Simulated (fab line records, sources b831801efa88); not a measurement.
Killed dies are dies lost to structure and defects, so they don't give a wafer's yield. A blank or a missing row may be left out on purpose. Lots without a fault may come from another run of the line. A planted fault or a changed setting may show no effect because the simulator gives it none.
Problem report in the 8D (eight disciplines) form, filled by code | flow gf180mcu | the parts of the form that need people (team, actions taken, sign-off) are left out

1. THE PROBLEM
cd_nm at GF_M1_CD_MEAS_14 reads a mean of 221.6 nm on 3 wafers of 1 lot; wafers without a fault read 230.2 nm with a standard deviation of 1.1. That is -7.8 standard deviations from the usual mean.
The step: target cd 230 nm.
First seen on wafer L857.2, day 22 07:43, on cd_sem-01. The record holds 15 wafers of 5 lots with a number at this step. Rule for "out", or "out of limits": more than 4 standard deviations from the usual mean. The other wafers with a number count as sound.

2. WHAT IT IS AND WHAT IT IS NOT
question                    | is                     | is not
which readings at this step | cd_nm                  | -
which lots                  | L857                   | L846, L850, L860, L864
which wafers of those lots  | all that have a number | -
read on which gauges        | cd_sem-01              | cd_sem-02
when                        | from day 22 07:43      | up to then (6 sound wafers); but 6 sound wafers of L860, L864 came after

3. SUSPECTS, AND WHAT RULES EACH OUT
Counting: a tool at a process step up to the reading stays a suspect if it ran every lot that is out and no sound lot after the first of them.
- the gauge at GF_M1_CD_MEAS_14: ruled out. All the wafers that are out were read on cd_sem-01, but those of them that GF_M1_EXPOSE_11 has rows for are out there too, on other tools.
- cmp-02 at GF_CONTACT_CMP_27 (polishes, stops on SiO2, t overpolish 15 s, target thk 0 nm): ruled out as a lasting fault. Sound lots L860 ran on it after its first lot that is out, L857 (day 21 07:35).
- pvd_sputter-01 at GF_M1_SPUTTER_00 (material Ti, target thk 37.5 nm, time 150 s): ruled out as a lasting fault. Sound lots L860 ran on it after its first lot that is out, L857 (day 21 07:50).
- pvd_sputter-01 at GF_M1_SPUTTER_03 (material Ti, target thk 10 nm, time 6.7 s): ruled out as a lasting fault. Sound lots L860 ran on it after its first lot that is out, L857 (day 21 07:59).
- pvd_sputter-01 at GF_M1_SPUTTER_04 (material TiN, target thk 50 nm, time 41.7 s): ruled out as a lasting fault. Sound lots L860 ran on it after its first lot that is out, L857 (day 21 08:01).
- krf_scanner-01 at GF_M1_EXPOSE_11 (exposes mask Metal1, target cd 230 nm): kept. It ran the lot that is out, L857 (day 21 19:51), and no sound lot after that; its last sound lot up to then is L846 (day 18 00:24). Its own readings are out on those wafers: exposure_dose_mJ_cm2.
Left after counting: krf_scanner-01 at GF_M1_EXPOSE_11.

4. THE CAUSE (what the simulator had put in)
Process parameter drift: krf_scanner-01, from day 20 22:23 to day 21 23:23, at GF_M1_EXPOSE_11. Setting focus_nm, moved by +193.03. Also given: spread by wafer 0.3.
Counting left only this tool.

5. THE CHAIN OF EFFECTS, in route order
Each row: a reading whose mean over the struck wafers that have a number lies more than 3 standard deviations from the usual. Only readings for which the record gives a usual standard deviation are gone through. hours: the time from each lot's start at the first step in this table that gives one to its start at this step, as a median over the lots. sigmas: the change in usual standard deviations.
hours | step             | reading              | usual    | on struck wafers | change | sigmas
0     | GF_M1_EXPOSE_11  | exposure_dose_mJ_cm2 | 28.003   | 27.536           | -0.467 | -16
12    | GF_M1_CD_MEAS_14 | cd_nm                | 230.2 nm | 221.6            | -8.6   | -7.8
The process steps in it:
- GF_M1_EXPOSE_11: exposes mask Metal1, target cd 230 nm.
Later measuring or inspecting steps at which every struck wafer that the step has a row for has a number for every such reading, and none has moved that far: GF_M1_OVL_MEAS_15.

6. WHAT WOULD HAVE CAUGHT IT SOONER
In this record the first reading out of limits at a measuring or inspecting step was taken at day 22 07:43, 33 hours after the fault began at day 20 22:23.
The tool's own readings at GF_M1_EXPOSE_11 were out on every struck wafer that the step has a row for (exposure_dose_mJ_cm2): an alarm limit on them would have fired on the first of those.
All the lots that are out (1) had begun GF_M1_EXPOSE_11 on krf_scanner-01 by day 22 07:43. A hold on the tool at that time would have spared none of them.
